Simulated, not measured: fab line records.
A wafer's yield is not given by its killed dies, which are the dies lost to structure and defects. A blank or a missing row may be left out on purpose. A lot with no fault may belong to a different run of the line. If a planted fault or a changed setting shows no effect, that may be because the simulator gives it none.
fab line records    flow sky130
record: lots: 11  wafers: 33  last-day: 50
route steps=708 shown PWDE@49 VT_ADJUST_HVTP@93 VT_ADJUST_LVTN@107 VT_ADJUST_PCH@152 PAD_OPEN@708
lots that met no fault: taken from a fault-free run of the same line
start-h: hours from the record's opening day to when the first of the lot's shown wafers began    wait-h: time in hours since the lot's previous step    " identical to the entry in the row above    L1.1+2: one row covering several wafers at once    - no value, or no start given    * or withheld: withheld    < > ~ a bound
route shown NAME@n: names a module that has steps shown in the file, with the first one's number in the route    usual: average and standard deviation across the fault-free wafers    same: alike in all rows    chamber/n: place in a boat    sites: the reading at each site    _std_site: standard deviation across them    _edge_site: inner sites' mean taken away from outer sites' mean    radius-mm: for every site, how far away it sits from the centre of the wafer    mask NAME#n: copy n    behind: tool/chamber where the wafer was last shaped    hold: cause of the lot's hold/its duration in hours/its outcome    device: whichever transistor did not switch (one of n, p or np)    end of line: tests of these same wafers at the route's end    a step given without rows: its recipe and nothing more    killed: the dies lost at the first sort to structure and to defects; this is not the yield of the wafer    map: a wafer's dies, x killed, . not, _ none there
set.NAME: the setting the step ran with; set.NAME@STEP: the setting that earlier step ran with    model.NAME: the simulator's own value behind a step, which no gauge read
the route's steps for a sample of lots (tables are steps, rows are wafers)
services: the hour from which a tool's chamber was out of use, counted from the record's first day as start-h (under 0 if before that day), plus the number of hours and why
== steps ==
step: SKY_PWDE_EXPOSE_04
recipe: mask-id: PWDEM  na: 0.6  source-shape: conventional  sigma-outer: 0.6  polarization: unpolarized  target-cd-nm: 840  dose-mj: 214
usual: reticle-temp-C: 22.98/0.1
lot.wafer  tool              chamber  start-h  wait-h  mask     reticle-temp-C
L636.1     iline-stepper-02  0        63.57    -       PWDEM#0  23.01
L636.3     "                 0        "        "       PWDEM#0  22.94
L636.5     "                 0        "        "       PWDEM#0  23.15
L638.2     iline-stepper-02  0        76.99    -       PWDEM#0  22.87
L638.5     "                 0        "        "       PWDEM#0  23.02
L638.6     "                 0        "        "       PWDEM#0  23.06
L642.2     iline-stepper-01  0        94.07    -       PWDEM#0  22.85
L642.3     "                 0        "        "       PWDEM#0  22.86
L642.5     "                 0        "        "       PWDEM#0  22.90
L644.2     iline-stepper-01  0        100.56   -       PWDEM#0  23.04
L644.3     "                 0        "        "       PWDEM#0  22.91
L644.5     "                 0        "        "       PWDEM#0  23.01
L645.1     iline-stepper-02  0        110.99   -       PWDEM#0  22.93
L645.2     "                 0        "        "       PWDEM#0  22.96
L645.4     "                 0        "        "       PWDEM#0  23.09
L646.3     iline-stepper-01  0        118.61   -       NWM#0    22.84
L646.5     "                 0        "        "       NWM#0    22.96
L646.6     "                 0        "        "       NWM#0    23.01
L647.1     iline-stepper-01  0        122.67   -       PWDEM#0  23.11
L647.2     "                 0        "        "       PWDEM#0  22.88
L647.3     "                 0        "        "       PWDEM#0  22.98
L653.1     iline-stepper-01  0        153.76   -       PWDEM#0  23.16
L653.2     "                 0        "        "       PWDEM#0  23.16
L653.4     "                 0        "        "       PWDEM#0  22.76
L657.1     iline-stepper-01  0        186.42   -       PWDEM#0  23.15
L657.2     "                 0        "        "       PWDEM#0  23.07
L657.3     "                 0        "        "       PWDEM#0  23.13
L659.2     iline-stepper-02  0        196.07   -       PWDEM#0  23.16
L659.3     "                 0        "        "       PWDEM#0  23.10
L659.6     "                 0        "        "       PWDEM#0  22.85
L658.3     iline-stepper-01  0        197.09   -       PWDEM#0  22.96
L658.5     "                 0        "        "       PWDEM#0  23.07
L658.6     "                 0        "        "       PWDEM#0  22.95
step: SKY_PWDE_OVL_MEAS_07
usual: PWDE_OVL: 0.2/1.5
lot.wafer  tool        chamber  start-h  wait-h  PWDE_OVL[nm]
L636.1     overlay-01  -        71.31    -       0.8
L636.3     "           -        "        "       1.2
L636.5     "           -        "        "       0.4
L638.2     overlay-02  -        85.35    -       1.6
L638.5     "           -        "        "       1.0
L638.6     "           -        "        "       1.0
L642.2     overlay-02  -        101.68   -       -1.6
L642.3     "           -        "        "       1.8
L642.5     "           -        "        "       0.9
L644.2     overlay-01  -        108.83   -       0.9
L644.3     "           -        "        "       2.0
L644.5     "           -        "        "       2.7
L645.1     overlay-01  -        119.72   -       0.3
L645.2     "           -        "        "       0.4
L645.4     "           -        "        "       -2.3
L646.3     overlay-01  -        127.38   -       -
L646.5     "           -        "        "       -
L646.6     "           -        "        "       -
L647.1     overlay-01  -        132.27   -       0.6
L647.2     "           -        "        "       1.1
L647.3     "           -        "        "       1.5
L653.1     overlay-02  -        163.29   -       3.3
L653.2     "           -        "        "       0.2
L653.4     "           -        "        "       1.8
L657.1     overlay-02  -        196.27   -       0.9
L657.2     "           -        "        "       1.3
L657.3     "           -        "        "       0.4
L659.2     overlay-02  -        206.92   -       -1.0
L659.3     "           -        "        "       1.2
L659.6     "           -        "        "       -1.8
L658.3     overlay-01  -        207.36   -       0.7
L658.5     "           -        "        "       1.6
L658.6     "           -        "        "       -0.8
step: SKY_PWDE_TW_MEAS_10
usual: PWDE_TW: 376.1/2.2
lot.wafer  tool           chamber  start-h  wait-h  PWDE_TW
L636.1     film-metro-04  -        71.60    0.1     376.7
L636.3     "              -        "        "       374.6
L636.5     "              -        "        "       378.0
L638.2     film-metro-02  -        85.64    0.1     375.0
L638.5     "              -        "        "       375.9
L638.6     "              -        "        "       373.5
L642.2     film-metro-04  -        101.97   0.1     375.3
L642.3     "              -        "        "       377.2
L642.5     "              -        "        "       377.8
L644.2     film-metro-02  -        109.12   0.1     375.0
L644.3     "              -        "        "       375.6
L644.5     "              -        "        "       376.2
L645.1     film-metro-01  -        120.01   0.1     372.7
L645.2     "              -        "        "       374.6
L645.4     "              -        "        "       374.4
L646.3     film-metro-01  -        127.67   0.1     30.1
L646.5     "              -        "        "       30.1
L646.6     "              -        "        "       30.2
L647.1     film-metro-04  -        132.56   0.1     378.6
L647.2     "              -        "        "       379.1
L647.3     "              -        "        "       380.9
L653.1     film-metro-02  -        163.58   0.1     375.1
L653.2     "              -        "        "       374.8
L653.4     "              -        "        "       374.7
L657.1     film-metro-04  -        196.56   0.1     376.9
L657.2     "              -        "        "       378.2
L657.3     "              -        "        "       377.9
L659.2     film-metro-04  -        207.21   0.1     379.5
L659.3     "              -        "        "       379.6
L659.6     "              -        "        "       377.7
L658.3     film-metro-04  -        207.65   0.1     380.2
L658.5     "              -        "        "       380.0
L658.6     "              -        "        "       377.6
step: SKY_VT_ADJUST_HVTP_OVL_MEAS_08
usual: VT_ADJUST_HVTP_OVL: -0.7/1.3
lot.wafer  tool        chamber  start-h  wait-h  VT_ADJUST_HVTP_OVL[nm]
L636.1     overlay-01  -        125.92   0.1     -2.2
L636.3     "           -        "        "       -4.0
L636.5     "           -        "        "       -1.7
L638.2     overlay-01  -        140.78   0.1     -0.5
L638.5     "           -        "        "       0.3
L638.6     "           -        "        "       -1.0
L642.2     overlay-01  -        158.60   0.1     1.4
L642.3     "           -        "        "       1.6
L642.5     "           -        "        "       0.2
L644.2     overlay-01  -        166.30   0.1     -2.0
L644.3     "           -        "        "       -2.8
L644.5     "           -        "        "       -0.8
L645.1     overlay-02  -        176.73   0.1     -0.7
L645.2     "           -        "        "       0.0
L645.4     "           -        "        "       -2.4
L646.3     overlay-01  -        185.53   0.1     -0.4
L646.5     "           -        "        "       -0.3
L646.6     "           -        "        "       -2.0
L647.1     overlay-01  -        191.22   0.1     2.2
L647.2     "           -        "        "       0.8
L647.3     "           -        "        "       2.8
L653.1     overlay-02  -        226.43   0.1     -2.7
L653.2     "           -        "        "       -0.9
L653.4     "           -        "        "       -2.2
L657.1     overlay-01  -        265.13   0.1     0.6
L657.2     "           -        "        "       0.7
L657.3     "           -        "        "       0.7
L659.2     overlay-02  -        277.59   0.1     -2.0
L659.3     "           -        "        "       -0.3
L659.6     "           -        "        "       1.1
L658.3     overlay-01  -        277.89   0.1     0.5
L658.5     "           -        "        "       1.1
L658.6     "           -        "        "       2.0
step: SKY_VT_ADJUST_LVTN_TW_MEAS_10
usual: VT_ADJUST_LVTN_TW: 243.4/1.2
lot.wafer  tool           chamber  start-h  wait-h  VT_ADJUST_LVTN_TW
L636.1     film-metro-01  -        145.40   0.1     243.1
L636.3     "              -        "        "       242.9
L636.5     "              -        "        "       242.4
L638.2     film-metro-01  -        159.46   0.1     243.3
L638.5     "              -        "        "       243.7
L638.6     "              -        "        "       243.6
L642.2     film-metro-04  -        178.21   0.1     242.8
L642.3     "              -        "        "       242.6
L642.5     "              -        "        "       243.0
L644.2     film-metro-03  -        186.94   0.1     242.7
L644.3     "              -        "        "       242.1
L644.5     "              -        "        "       241.4
L645.1     film-metro-04  -        197.70   0.1     245.1
L645.2     "              -        "        "       245.2
L645.4     "              -        "        "       244.6
L646.3     film-metro-04  -        206.71   0.1     244.7
L646.5     "              -        "        "       244.5
L646.6     "              -        "        "       243.3
L647.1     film-metro-04  -        212.33   0.1     244.5
L647.2     "              -        "        "       244.4
L647.3     "              -        "        "       243.9
L653.1     film-metro-01  -        249.03   0.1     241.4
L653.2     "              -        "        "       241.2
L653.4     "              -        "        "       241.2
L657.1     film-metro-01  -        290.44   0.1     244.4
L657.2     "              -        "        "       243.7
L657.3     "              -        "        "       244.3
L659.2     film-metro-01  -        302.81   0.1     243.4
L659.3     "              -        "        "       244.3
L659.6     "              -        "        "       243.4
L658.3     film-metro-03  -        303.17   0.1     242.7
L658.5     "              -        "        "       241.7
L658.6     "              -        "        "       242.2
step: SKY_VT_ADJUST_PCH_STRIP_09
recipe: chemistry: O2/N2  power-w: 1400  pressure-mtorr: 1500  platen-temp-c: withheld  o2-flow-sccm: 3000  n2-flow-sccm: 300  overash-fraction: 0.5
usual: drypump-motor-current-A: 5.86/0.22  oes-product-au: 0.722/0.0046  strip-time-to-endpoint-s: 36.97/0.1
lot.wafer  tool             chamber  start-h  wait-h  drypump-motor-current-A  oes-product-au  rf-hours-counter-h  strip-time-to-endpoint-s
L636.1     plasma-asher-03  1        227.64   0.1     6.26                     0.725           43                  37.04
L636.3     "                1        "        "       6.25                     0.720           -                   37.08
L636.5     "                0        "        "       5.61                     0.719           -                   37.10
L638.2     plasma-asher-03  0        243.19   0.1     5.61                     0.720           45                  37.03
L638.5     "                1        "        "       6.26                     0.722           -                   37.06
L638.6     "                0        "        "       5.61                     0.718           -                   36.94
L642.2     plasma-asher-04  1        266.89   0.1     5.91                     0.720           14                  36.85
L642.3     "                0        "        "       5.91                     0.716           -                   36.83
L642.5     "                0        "        "       5.94                     0.730           -                   37.03
L644.2     plasma-asher-03  0        279.45   0.1     5.62                     0.722           48                  36.95
L644.3     "                1        "        "       6.26                     0.723           -                   36.84
L644.5     "                0        "        "       5.61                     0.720           -                   36.97
L645.1     plasma-asher-01  1        291.60   0.1     5.75                     0.720           61                  36.82
L645.2     "                0        "        "       5.59                     0.715           61                  36.85
L645.4     "                0        "        "       5.60                     0.718           -                   36.86
L646.3     plasma-asher-04  0        300.84   0.1     5.93                     0.730           -                   37.01
L646.5     "                1        "        "       5.93                     0.730           -                   37.20
L646.6     "                0        "        "       5.93                     0.715           -                   37.11
L647.1     plasma-asher-04  1        308.45   0.1     5.91                     0.722           18                  37.05
L647.2     "                0        "        "       5.94                     0.733           18                  37.13
L647.3     "                0        "        "       5.94                     0.728           -                   37.02
L653.1     plasma-asher-01  1        350.56   0.1     5.74                     0.720           66                  36.94
L653.2     "                0        "        "       5.62                     0.726           66                  36.76
L653.4     "                1        "        "       5.74                     0.717           -                   36.88
L657.1     plasma-asher-04  0        401.35   0.1     5.91                     0.723           27                  36.95
L657.2     "                1        "        "       5.94                     0.722           27                  37.02
L657.3     "                1        "        "       5.96                     0.722           -                   36.96
L659.2     plasma-asher-03  1        414.90   0.1     6.26                     0.721           62                  36.93
L659.3     "                0        "        "       5.64                     0.723           -                   36.85
L659.6     "                0        "        "       5.63                     0.724           -                   36.96
L658.3     plasma-asher-04  0        415.97   0.1     5.93                     0.728           -                   36.81
L658.5     "                1        "        "       5.90                     0.720           -                   36.91
L658.6     "                0        "        "       5.92                     0.723           -                   36.83
step: SKY_PAD_OPEN_PROBE_99
usual: killed_at_M0_to_M3: 43/7.7  killed_at_M4_up: 2.9/1.9  killed-at-contacts: 24/5.9  killed-at-front-end: 16/5.1  killed-at-other: 0.3/0.63  killed-dies: 86/10  killed-on-rim: 16/3.6  killed-open: 47/7.6  killed-short: 39/6.8
same: gross-dies: 492  killed-at-back-side: 0
lot.wafer  tool       chamber  start-h  wait-h  killed_at_M0_to_M3  killed_at_M4_up  killed-at-contacts  killed-at-front-end  killed-at-other  killed-dies  killed-on-rim  killed-open  killed-short
L645.1     prober-02  -        1125.94  0.1     53                  4                26                  8                    0                91           19             61           29
L645.2     prober-02  -        1125.99  0.1     58                  0                27                  9                    0                94           16             48           46
L645.4     prober-02  -        1126.09  0.2     34                  6                24                  13                   0                77           14             49           27
L646.3     prober-01  -        1134.99  0.2     46                  2                21                  423                  0                492          96             49           40
L646.5     prober-01  -        1135.09  0.2     44                  3                28                  417                  0                492          96             45           36
L646.6     prober-01  -        1135.14  0.2     37                  3                33                  419                  0                492          96             47           40
L647.1     prober-02  -        1142.03  0.1     43                  2                35                  16                   0                96           21             54           42
L647.2     prober-02  -        1142.08  0.1     54                  1                20                  20                   0                95           22             41           53
L647.3     prober-02  -        1142.13  0.2     45                  1                18                  10                   1                75           13             45           30
L653.1     prober-02  -        1164.67  0.1     27                  5                22                  22                   1                77           14             40           35
L653.2     prober-02  -        1164.72  0.1     32                  2                20                  19                   0                73           10             38           35
L653.4     prober-02  -        1164.82  0.2     36                  2                15                  16                   0                69           13             33           34
killed by level:class
L645.1 VIA1:geometric-particle:open=19 CONTACT:geometric-particle:open=13 LI_CONTACT:geometric-particle:open=7 VIA3:geometric-particle:open=7 VIA1:geometric-particle:short=5 VIA2:geometric-particle:short=5 CONTACT:geometric-particle:short=4 METAL1:geometric-particle:open=3
L645.2 CONTACT:geometric-particle:open=13 VIA1:geometric-particle:open=9 METAL2:geometric-particle:short=9 VIA1:geometric-particle:short=8 VIA2:geometric-particle:open=7 LI_CONTACT:geometric-particle:open=6 VIA2:geometric-particle:short=6 VIA3:geometric-particle:open=6
L645.4 VIA1:geometric-particle:open=11 CONTACT:geometric-particle:open=9 VIA3:geometric-particle:open=6 LI_CONTACT:geometric-particle:open=5 VIA2:geometric-particle:open=5 CONTACT:geometric-particle:short=4 METAL4:geometric-particle:short=4 FIELD_ISO:geometric-particle:short=3
L646.3 PWDE:area-expose=403 VIA1:geometric-particle:open=9 CONTACT:geometric-particle:open=8 METAL2:geometric-particle:short=8 VIA3:geometric-particle:short=7 VIA3:geometric-particle:open=7 POLY_GATE:geometric-particle:open=6 VIA2:geometric-particle:open=5
L646.5 PWDE:area-expose=411 VIA1:geometric-particle:open=10 LI_CONTACT:geometric-particle:open=7 VIA3:geometric-particle:open=6 CONTACT:geometric-particle:open=6 CONTACT:geometric-particle:short=6 LOCAL_INTERCONNECT:geometric-particle:short=5 VIA2:geometric-particle:open=5
L646.6 PWDE:area-expose=404 VIA1:geometric-particle:open=11 CONTACT:geometric-particle:open=11 LOCAL_INTERCONNECT:geometric-particle:short=8 LI_CONTACT:geometric-particle:open=7 METAL2:geometric-particle:short=6 POLY_GATE:geometric-particle:open=5 CONTACT:geometric-particle:short=4
L647.1 VIA1:geometric-particle:open=13 CONTACT:geometric-particle:open=10 CONTACT:geometric-particle:short=9 POLY_GATE:geometric-particle:open=8 VIA2:geometric-particle:open=7 METAL2:geometric-particle:short=7 LI_CONTACT:geometric-particle:open=6 LOCAL_INTERCONNECT:geometric-particle:short=6
L647.2 VIA1:geometric-particle:open=15 METAL2:geometric-particle:short=7 POLY_GATE:geometric-particle:short=6 METAL1:geometric-particle:short=6 CONTACT:geometric-particle:short=6 VIA1:geometric-particle:short=6 VIA2:geometric-particle:short=5 LI_CONTACT:geometric-particle:open=4
L647.3 VIA1:geometric-particle:open=15 CONTACT:geometric-particle:open=10 VIA1:geometric-particle:short=8 VIA3:geometric-particle:open=7 FIELD_ISO:geometric-particle:short=4 METAL2:geometric-particle:short=3 POLY_GATE:geometric-particle:short=3 LOCAL_INTERCONNECT:geometric-particle:short=3
L653.1 FIELD_ISO:geometric-particle:open=9 CONTACT:geometric-particle:open=8 FIELD_ISO:geometric-particle:short=6 VIA1:geometric-particle:open=5 LI_CONTACT:geometric-particle:open=5 METAL4:geometric-particle:short=5 VIA2:geometric-particle:open=5 LOCAL_INTERCONNECT:geometric-particle:short=4
L653.2 FIELD_ISO:geometric-particle:short=8 FIELD_ISO:geometric-particle:open=7 CONTACT:geometric-particle:open=6 LI_CONTACT:geometric-particle:open=5 METAL1:geometric-particle:short=5 VIA1:geometric-particle:open=5 LI_CONTACT:geometric-particle:short=3 LOCAL_INTERCONNECT:geometric-particle:short=3
L653.4 VIA1:geometric-particle:open=9 VIA2:geometric-particle:open=7 CONTACT:geometric-particle:short=5 METAL1:geometric-particle:short=5 FIELD_ISO:geometric-particle:open=4 LI_CONTACT:geometric-particle:open=4 FIELD_ISO:geometric-particle:short=3 POLY_GATE:geometric-particle:short=3
== services ==
tool              chamber  start-h  hours  kind
iline-stepper-01  0        51.92    -      calibration
iline-stepper-01  -        59.35    4.6    repair
plasma-asher-04   -        67.13    30.5   repair
iline-stepper-02  -        71.56    2.1    pm
iline-stepper-02  -        73.65    -      consumable-replace:lamp
plasma-asher-04   -        108.75   9.0    pm
plasma-asher-04   0        108.75   9.0    vent-cycle
plasma-asher-04   1        108.75   9.0    vent-cycle
plasma-asher-04   0        117.75   -      clean
plasma-asher-04   1        117.75   -      clean
iline-stepper-02  0        162.01   -      calibration
plasma-asher-04   -        162.34   2.5    repair
iline-stepper-02  -        164.19   7.6    repair
plasma-asher-03   -        222.11   1.9    repair
iline-stepper-01  -        253.03   1.7    pm
iline-stepper-02  -        254.74   1.7    pm
iline-stepper-01  0        264.55   -      calibration
plasma-asher-01   -        310.42   0.4    repair
plasma-asher-01   -        359.78   2.1    repair
iline-stepper-02  0        368.93   -      calibration
iline-stepper-01  -        373.73   1.5    repair
== key ==
first-sign: step: SKY_PWDE_EXPOSE_04  reading: mask  direction: changed
effect: step: SKY_PWDE_OVL_MEAS_07  reading: PWDE_OVL  direction: missing
effect: step: SKY_PWDE_TW_MEAS_10  reading: PWDE_TW  direction: down  sigmas: 99+  usual: 376.1  struck: 30.1
effect: step: SKY_PAD_OPEN_PROBE_99  reading: killed-at-front-end  direction: up  sigmas: 80  usual: 16  struck: 420
more-kills-born-at: SKY_PWDE_EXPOSE_04@iline-stepper-01: 1218
met-at SKY_PWDE_EXPOSE_04
struck-lots L646
tester-left-out L646
not-acting-at SKY_VT_ADJUST_HVTP_OVL_MEAS_08,SKY_VT_ADJUST_LVTN_TW_MEAS_10,SKY_VT_ADJUST_PCH_STRIP_09
onset-between 100.56 118.61
fault: kind: wrong-mask  tool: any  chamber: -  onset-h: 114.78  steps: SKY_PWDE_EXPOSE_04  aux-copy: NWM#0  scope: struck-lots-only
tester-left-out: of these lots the tester's yield and bins aren't shown, on N5 and GAA mostly nor the transistor test; their killed dies are dies lost to structure and defects alone, not to doping, threshold or leakage, so they don't give the yield
